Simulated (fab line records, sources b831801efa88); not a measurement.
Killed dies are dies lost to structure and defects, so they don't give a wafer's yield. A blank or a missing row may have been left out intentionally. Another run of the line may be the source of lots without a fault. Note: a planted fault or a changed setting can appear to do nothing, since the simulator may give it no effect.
Which tool did it? | flow sky130 | Sampling: 15 lots, 45 wafers, 2 of 708 route steps

WHAT THE GAUGES SHOWED, per wafer
SKY_VIA3_OVL_MEAS_13. Usual: for VIA3_OVL the level is -3 nm and the standard deviation is 6.1.
lot  | measured     | on         | VIA3_OVL (nm) | flag
L836 | day 41 06:23 | overlay-01 | -1 -5 -3      |
L837 | day 41 13:07 | overlay-01 | -14 -9 -16    |
L838 | day 41 23:41 | overlay-01 | -3 -7 -6      |
L839 | day 42 01:52 | overlay-02 | 5 -8 5        |
L841 | day 42 18:44 | overlay-02 | -8 -9 -6      |
L842 | day 43 01:11 | overlay-01 | -6 4 3        |
L847 | day 44 10:26 | overlay-02 | -5 -9 -4      |
L848 | day 44 12:20 | overlay-01 | -7 -1 -12     |
L849 | day 44 20:41 | overlay-01 | 9 -2 3        |
L850 | day 44 22:49 | overlay-01 | -4 0 -7       |
L851 | day 45 07:02 | overlay-01 | -3 6 -2       |
L852 | day 45 18:23 | overlay-02 | 3 2 -5        |
L853 | day 45 20:50 | overlay-02 | 9 -1 6        |
L854 | day 45 23:58 | overlay-01 | 1 -1 4        |
L856 | day 46 13:53 | overlay-01 | 5 -4 -12      |

WHICH TOOL RAN EACH LOT (tool, then ch and the chambers of the sampled wafers, then the start)
lot  | SKY_METAL3_STRIP_19
L836 | plasma asher-02 ch 0,1, day 40 04:22
L837 | plasma asher-02 ch 0,1, day 40 11:11
L838 | plasma asher-03 ch 0,1, day 40 21:47
L839 | plasma asher-03 ch 0,1, day 41 00:36
L841 | plasma asher-03 ch 0,1, day 41 16:28
L842 | plasma asher-02 ch 0,1, day 41 23:57
L847 | plasma asher-03 ch 1, day 43 10:26
L848 | plasma asher-02 ch 0,1, day 43 12:34
L849 | plasma asher-01 ch 1, day 43 19:52
L850 | plasma asher-03 ch 0,1, day 43 22:11
L851 | plasma asher-03 ch 0,1, day 44 07:10
L852 | plasma asher-01 ch 0,1, day 44 20:02
L853 | plasma asher-01 ch 0,1, day 44 21:58
L854 | plasma asher-03 ch 0,1, day 45 01:05
L856 | plasma asher-03 ch 1, day 45 15:05
- SKY_METAL3_STRIP_19: strips in O2/N2.

WHAT THE TOOLS THEMSELVES READ (means of the sampled wafers that have a number; where no wafer has one, the mark that the record gives instead)
SKY_METAL3_STRIP_19. Usual: drypump motor current A 5.69 A, standard deviation 0.26; oes product au 0.501 a.u., standard deviation 0.0058; strip time to endpoint s 6.50 s, standard deviation 0.083.
lot  | tool            | drypump motor current A (A) | oes product au (a.u.) | strip time to endpoint s (s) | flag
L836 | plasma asher-02 | 5.88                        | 0.501                 | 6.52                         |
L837 | plasma asher-02 | 5.74                        | 0.503                 | 6.56                         |
L838 | plasma asher-03 | 5.41                        | 0.501                 | 6.40                         |
L839 | plasma asher-03 | 5.52                        | 0.500                 | 6.43                         |
L841 | plasma asher-03 | 5.52                        | 0.497                 | 6.38                         |
L842 | plasma asher-02 | 5.74                        | 0.495                 | 6.39                         |
L847 | plasma asher-03 | 5.60                        | 0.500                 | 6.62                         |
L848 | plasma asher-02 | 5.93                        | 0.509                 | 6.61                         |
L849 | plasma asher-01 | 5.81                        | 0.500                 | 6.54                         |
L850 | plasma asher-03 | 5.40                        | 0.508                 | 6.56                         |
L851 | plasma asher-03 | 5.52                        | 0.502                 | 6.47                         |
L852 | plasma asher-01 | 5.91                        | 0.504                 | 6.60                         |
L853 | plasma asher-01 | 5.92                        | 0.506                 | 6.55                         |
L854 | plasma asher-03 | 5.52                        | 0.511                 | 6.56                         |
L856 | plasma asher-03 | 5.62                        | 0.502                 | 6.56                         |

THE ANSWER, worked out from the rows above alone
Rule: a lot is off if the mean of its wafers that have a number lies more than 3 standard deviations from the usual mean. Also off: a lot with no number at a reading for which 4 or more lots have one. The other lots that the step has rows for count as sound. Order of review: gauges by route order, followed by the tools' own readings, for which a lot's mean as printed above is used. The first step at which some lot is off is used, and at that step the reading that is off furthest; a lot without a number counts as furthest.
Nothing can be told from this: no lot is off at any reading shown.

WHAT THE SIMULATOR HAD INSERTED
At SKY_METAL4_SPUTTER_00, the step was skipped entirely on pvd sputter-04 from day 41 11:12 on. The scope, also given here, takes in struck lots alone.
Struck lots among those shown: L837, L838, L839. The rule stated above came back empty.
